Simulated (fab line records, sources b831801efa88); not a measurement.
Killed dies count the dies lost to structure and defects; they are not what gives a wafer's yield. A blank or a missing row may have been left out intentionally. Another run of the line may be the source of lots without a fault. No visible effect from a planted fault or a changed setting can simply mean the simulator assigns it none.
Check of tool commonality	flow sky130	11 lots and 42 wafers in the sample

## REASON IT WAS OPENED
SKY_SD_N_TW_MEAS_12, reading SD_N_TW: flagged on 3 of 11 lots. No-fault wafers: 4008, standard deviation 27.
Rule: a lot is flagged when every wafer of it that has a number lies more than 4 standard deviations from that mean, or none has a number. As for the other lots, they are considered sound.

lot	measured	on	SD_N_TW, wafer by wafer	flag
L195	day 27 17:50	film_metro-04	3994 4002 4012	
L197	day 28 14:58	film_metro-04	4022 3988 4015	
L199	day 29 08:18	film_metro-02	3963 3968 3957	
L203	day 32 00:23	film_metro-04	3778 3765 3771 3784 3789 3774	FLAGGED
L204	day 32 00:40	film_metro-02	3762 3768 3768 3768 3799 3774	FLAGGED
L205	day 32 09:55	film_metro-02	3792 3796 3787 3788 3775 3778	FLAGGED
L212	day 33 15:53	film_metro-03	4053 4024 4044	
L214	day 34 23:56	film_metro-04	4011 4000 3985	
L215	day 35 01:01	film_metro-02	4027 4014 4037	
L216	day 35 02:55	film_metro-04	3983 3988 3994	
L217	day 35 05:57	film_metro-03	4059 4051 4022	
The mean of the flagged lots' numbers is 3779, -229 from the usual (-8 standard deviations).

## LOT BY LOT: THE TOOL USED
The record holds 2 process steps before the reading, out of a route of 708 steps. In each cell: the tool, then ch and the chambers that the sampled wafers went through, then the start.
lot	flag	SKY_SD_N_IMPLANT_09	SKY_SD_N_STRIP_11
L195		implanter-03 ch 0, day 27 17:25	plasma_asher-04 ch 0,1, day 27 17:43
L197		implanter-03 ch 0, day 28 14:34	plasma_asher-01 ch 0,1, day 28 14:52
L199		implanter-03 ch 0, day 29 07:54	plasma_asher-01 ch 0,1, day 29 08:12
L203	FLAGGED	implanter-03 ch 0, day 32 00:02	plasma_asher-04 ch 0,1, day 32 00:17
L204	FLAGGED	implanter-03 ch 0, day 32 00:16	plasma_asher-01 ch 0,1, day 32 00:34
L205	FLAGGED	implanter-03 ch 0, day 32 09:32	plasma_asher-03 ch 0,1, day 32 09:49
L212		implanter-01 ch 0, day 33 15:31	plasma_asher-04 ch 0,1, day 33 15:47
L214		implanter-01 ch 0, day 34 23:32	plasma_asher-04 ch 0,1, day 34 23:50
L215		implanter-01 ch 0, day 35 00:37	plasma_asher-03 ch 0,1, day 35 00:55
L216		implanter-01 ch 0, day 35 02:31	plasma_asher-03 ch 0,1, day 35 02:49
L217		implanter-03 ch 0, day 35 05:33	plasma_asher-03 ch 0,1, day 35 05:51
What the steps here do:
- SKY_SD_N_IMPLANT_09
- SKY_SD_N_STRIP_11: strips in O2/N2.
- SKY_SD_N_TW_MEAS_12

## FLAGGED AGAINST TOTAL, ONE TOOL AT A TIME (gauges that did the reading follow at the end)
step	tool	lots run	flagged	share of the flagged lots	sound lots run after its first flagged lot
SKY_SD_N_IMPLANT_09	implanter-01	4	0	none	-
SKY_SD_N_IMPLANT_09	implanter-03	7	3	all	1 (L217)
SKY_SD_N_STRIP_11	plasma_asher-01	3	1	some	0
SKY_SD_N_STRIP_11	plasma_asher-03	4	1	some	3 (L215,L216,L217)
SKY_SD_N_STRIP_11	plasma_asher-04	4	1	some	2 (L212,L214)
SKY_SD_N_TW_MEAS_12	film_metro-02	4	2	some	1 (L215)
SKY_SD_N_TW_MEAS_12	film_metro-03	2	0	none	-
SKY_SD_N_TW_MEAS_12	film_metro-04	5	1	some	2 (L214,L216)

## WHAT THE TABLE PERMITS
In the table, 1 row covers all flagged lots: implanter-03 at SKY_SD_N_IMPLANT_09.
- implanter-03 at SKY_SD_N_IMPLANT_09: 3 of its 7 lots flagged. Sound lots ran on it after the first flagged one (L217), which a lasting fault on the whole tool wouldn't allow. Its own readings lie more than 4 standard deviations out on every wafer of the flagged lots: beam_energy_keV.
Not one row of the table ran every flagged lot while running no sound lot after the first.

## WHAT WAS PUT IN BY THE SIMULATOR
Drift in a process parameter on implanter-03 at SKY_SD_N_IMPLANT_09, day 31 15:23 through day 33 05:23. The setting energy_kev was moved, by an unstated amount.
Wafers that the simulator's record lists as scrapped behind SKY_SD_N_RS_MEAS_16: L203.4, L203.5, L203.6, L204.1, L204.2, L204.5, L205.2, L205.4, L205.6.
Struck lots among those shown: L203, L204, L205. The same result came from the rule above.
